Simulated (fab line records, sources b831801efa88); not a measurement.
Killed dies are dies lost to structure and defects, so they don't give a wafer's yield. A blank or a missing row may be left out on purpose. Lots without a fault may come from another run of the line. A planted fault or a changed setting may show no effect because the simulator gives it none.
Split-lot experiment | flow sfq_line | 5 lots, 23 wafers read, on a route of 325 steps

THE SPLIT
At SFQ_TRILAYER_R5_LITHO_COAT_141 (resist thk 62 nm), the setting spin_rpm was moved away from the recipe's 3000 rpm on 5 of the 23 wafers read, by -2.2% to +6.0%. The other wafers ran this setting at the recipe's value.

The reading is taken at the split's own step.

THE READING
BARC_of_TRILAYER_R5_LITHO_COAT_141.thk_nm (the simulator's own value, which no gauge read), in nm, at SFQ_TRILAYER_R5_LITHO_COAT_141 (resist thk 62 nm). The file gives no usual value for it. The 18 wafers here that ran the recipe average 61.98 nm, standard deviation 0.23 nm.

wafer  | tool, chamber at the split | spin_rpm as run, rpm | against the recipe | BARC_of_TRILAYER_R5_LITHO_COAT_141.thk_nm, nm | against lot-mates on the recipe
L074.1 | litho_track-04, 0          | 3180                 | +6.0%              | 60.25                                         | -1.88
L074.2 | litho_track-04, 0          | 3000                 | recipe             | 62.08                                         | -
L074.4 | litho_track-04, 0          | 3180                 | +6.0%              | 60.42                                         | -1.71
L074.5 | litho_track-04, 0          | 3000                 | recipe             | 62.19                                         | -
L074.6 | litho_track-04, 0          | 3180                 | +6.0%              | 60.04                                         | -2.09
L075.1 | litho_track-01, 0          | 3000                 | recipe             | 62.2                                          | -
L075.3 | litho_track-01, 0          | 3000                 | recipe             | 62.18                                         | -
L075.5 | litho_track-01, 0          | 3000                 | recipe             | 62.16                                         | -
L077.2 | litho_track-01, 0          | 3000                 | recipe             | 61.72                                         | -
L077.3 | litho_track-01, 0          | 3000                 | recipe             | 61.77                                         | -
L077.4 | litho_track-01, 0          | 3000                 | recipe             | 61.76                                         | -
L077.5 | litho_track-01, 0          | 3000                 | recipe             | 61.87                                         | -
L077.6 | litho_track-01, 0          | 3000                 | recipe             | 61.7                                          | -
L078.2 | litho_track-02, 0          | 3000                 | recipe             | 61.77                                         | -
L078.3 | litho_track-02, 0          | 3000                 | recipe             | 61.96                                         | -
L078.4 | litho_track-02, 0          | 3000                 | recipe             | 61.97                                         | -
L078.5 | litho_track-02, 0          | 3000                 | recipe             | 61.69                                         | -
L078.6 | litho_track-02, 0          | 3000                 | recipe             | 61.74                                         | -
L082.1 | litho_track-01, 0          | 3000                 | recipe             | 62.28                                         | -
L082.2 | litho_track-01, 0          | 3000                 | recipe             | 62.28                                         | -
L082.3 | litho_track-01, 0          | 2934                 | -2.2%              | 62.92                                         | +0.62
L082.4 | litho_track-01, 0          | 2934                 | -2.2%              | 62.89                                         | +0.59
L082.6 | litho_track-01, 0          | 3000                 | recipe             | 62.35                                         | -

THE FIT
A straight line over all 23 wafers: BARC_of_TRILAYER_R5_LITHO_COAT_141.thk_nm changes by -0.305 nm for each +1% of spin_rpm; r = -0.95; the points scatter about the line by 0.23 nm.
The same after taking each lot's own level away (the mean of its wafers on the recipe; 23 wafers): -0.312 nm for each +1%; r = -0.99; scatter 0.093 nm.
On that fit, the largest move of spin_rpm shifts the reading by 1.9 nm.
The lots' own levels span 61.764 to 62.303 nm, that is 2.4 times the standard deviation above.
So the lot-to-lot level changes the slope little: the two slopes agree.
Check: with one of the wafers moved furthest among these (+6.0%) left out of the fit, the line predicts -1.88 nm for it against its lot-mates. It came out at -1.88 nm against them.

OTHER SPLITS ON THESE WAFERS
These wafers also went through other splits before the reading. Each is held against what the fit with the lots' levels taken away leaves over:
other split on the same wafers              | wafers away from the commonest value | r with BARC_of_TRILAYER_R5_LITHO_COAT_141.thk_nm (lot level and that fit taken away)
SFQ_TRILAYER_JJ_CE_LITHO_EXPOSE_115 dose_mj | 10                                   | +0.34
SFQ_TRILAYER_M5_LITHO_COAT_128 spin_rpm     | 10                                   | +0.25
SFQ_TRILAYER_R5_DEP_SPUTTER_132 time_s      | 8                                    | +0.18

THE FILE'S OWN FIT
BARC_of_TRILAYER_R5_LITHO_COAT_141.thk_nm changes by -0.311 nm for each +1% of spin_rpm, r = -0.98.
